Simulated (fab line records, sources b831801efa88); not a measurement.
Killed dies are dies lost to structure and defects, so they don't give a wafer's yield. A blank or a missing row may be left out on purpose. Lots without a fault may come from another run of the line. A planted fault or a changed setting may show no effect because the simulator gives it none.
Which tool did it? | flow sky130 | 14 lots, 42 wafers sampled, at 3 steps of a route of 708

WHAT THE GAUGES READ, wafer by wafer
SKY_SD_N_RS_MEAS_18: measures by four-point-probe. Usual: RES_XHIGH_RS 333.0 ohm/sq, standard deviation 1.2.
lot  | measured     | on            | RES_XHIGH_RS (ohm/sq) | flag
L107 | day 27 22:25 | film_metro-01 | 332.2 331.6 331.3     |
L110 | day 29 02:25 | film_metro-01 | 333.5 333.4 332.4     |
L111 | day 29 09:07 | film_metro-04 | 335.1 333.6 333.9     |
L112 | day 29 19:53 | film_metro-04 | 333.4 333.4 334.0     |
L114 | day 30 09:50 | film_metro-01 | 331.8 331.0 333.1     |
L115 | day 30 16:23 | film_metro-04 | 334.7 334.8 336.0     |
L118 | day 31 17:32 | film_metro-01 | 332.4 332.3 332.4     |
L119 | day 32 09:28 | film_metro-02 | 331.3 331.9 332.4     |
L122 | day 33 11:37 | film_metro-02 | 332.7 332.3 332.7     |
L123 | day 33 14:05 | film_metro-01 | 331.3 331.2 330.1     |
L124 | day 33 17:57 | film_metro-02 | 334.3 334.5 334.3     |
L126 | day 34 10:41 | film_metro-01 | 331.3 331.6 333.1     |
L128 | day 34 21:56 | film_metro-02 | 335.5 334.5 335.2     |
L129 | day 35 03:31 | film_metro-04 | 332.8 331.9 332.7     |

SKY_LOCAL_INTERCONNECT_RS_MEAS_01: measures by four-point-probe. Usual: LOCAL_INTERCONNECT_TIN_RS 14.22 ohm/sq, standard deviation 0.13.
lot  | measured     | on            | LOCAL_INTERCONNECT_TIN_RS (ohm/sq) | flag
L107 | day 29 04:16 | film_metro-02 | 14.34 14.25 14.36                  |
L110 | day 30 07:55 | film_metro-01 | 14.06 14.19 14.13                  |
L111 | day 30 14:44 | film_metro-01 | 14.23 14.25 14.25                  |
L112 | day 31 01:44 | film_metro-01 | 14.15 14.18 14.17                  |
L118 | day 32 22:41 | film_metro-02 | 14.40 14.24 14.37                  |
L119 | day 33 14:06 | film_metro-02 | 14.36 14.53 14.38                  |
L122 | day 34 15:37 | film_metro-02 | 13.97 13.93 14.07                  |
L123 | day 34 18:41 | film_metro-01 | 14.10 14.28 14.05                  |
L124 | day 34 22:56 | film_metro-03 | 14.10 13.98 14.14                  |
L126 | day 35 15:48 | film_metro-01 | 14.29 14.22 14.14                  |
L128 | day 36 02:06 | film_metro-02 | 14.29 14.31 14.35                  |
L129 | day 36 08:28 | film_metro-02 | 14.44 14.23 14.35                  |

WHICH TOOL RAN EACH LOT (tool, then ch and the chambers of the sampled wafers, then the start)
lot  | SKY_LI_CONTACT_PEB_10
L107 | litho_track-01 ch 0, day 29 02:00
L110 | litho_track-04 ch 0, day 30 06:00
L111 | litho_track-01 ch 0, day 30 13:00
L112 | litho_track-01 ch 0, day 30 23:00
L114 | litho_track-01, day 31 13:00
L115 | litho_track-01, day 31 19:00
L118 | litho_track-03 ch 0, day 32 20:00
L119 | litho_track-01 ch 0, day 33 12:00
L122 | litho_track-04 ch 0, day 34 13:00
L123 | litho_track-04 ch 0, day 34 16:00
L124 | litho_track-01 ch 0, day 34 21:00
L126 | litho_track-01 ch 0, day 35 14:00
L128 | litho_track-01 ch 0, day 36 00:00
L129 | litho_track-03 ch 0, day 36 06:00
- SKY_LI_CONTACT_PEB_10

WHAT THE TOOLS THEMSELVES READ (means of the sampled wafers that have a number; where no wafer has one, the mark that the record gives instead)
SKY_LI_CONTACT_PEB_10. Usual: exhaust_pa 45.1 Pa, standard deviation 1.
lot  | tool           | exhaust_pa (Pa) | flag
L107 | litho_track-01 | 45.9            |
L110 | litho_track-04 | 46.0            |
L111 | litho_track-01 | 45.6            |
L112 | litho_track-01 | 47.0            |
L114 | litho_track-01 | -               | OFF
L115 | litho_track-01 | -               | OFF
L118 | litho_track-03 | 44.8            |
L119 | litho_track-01 | 43.2            |
L122 | litho_track-04 | 45.5            |
L123 | litho_track-04 | 45.5            |
L124 | litho_track-01 | 45.1            |
L126 | litho_track-01 | 45.5            |
L128 | litho_track-01 | 45.7            |
L129 | litho_track-03 | 44.7            |

THE ANSWER, worked out from the rows above alone
Rule: a lot is off if the mean of its wafers that have a number lies more than 3 standard deviations from the usual mean. A lot without any number at a reading at which 4 lots or more have one is off too. The other lots that the step has rows for count as sound. The gauges are gone through in route order, then the tools' own readings, and for those a lot's mean is taken as printed above. The first step at which some lot is off is used, and at that step the reading that is off furthest; a lot without a number counts as furthest.
Off: L114, L115, at SKY_LI_CONTACT_PEB_10 (exhaust_pa). Without a number there: L114, L115.
A tool fits if, at that step or a process step before it, it ran every lot that is off, and no sound lot after the first of them. None of those tried fits.

WHAT THE SIMULATOR HAD PUT IN
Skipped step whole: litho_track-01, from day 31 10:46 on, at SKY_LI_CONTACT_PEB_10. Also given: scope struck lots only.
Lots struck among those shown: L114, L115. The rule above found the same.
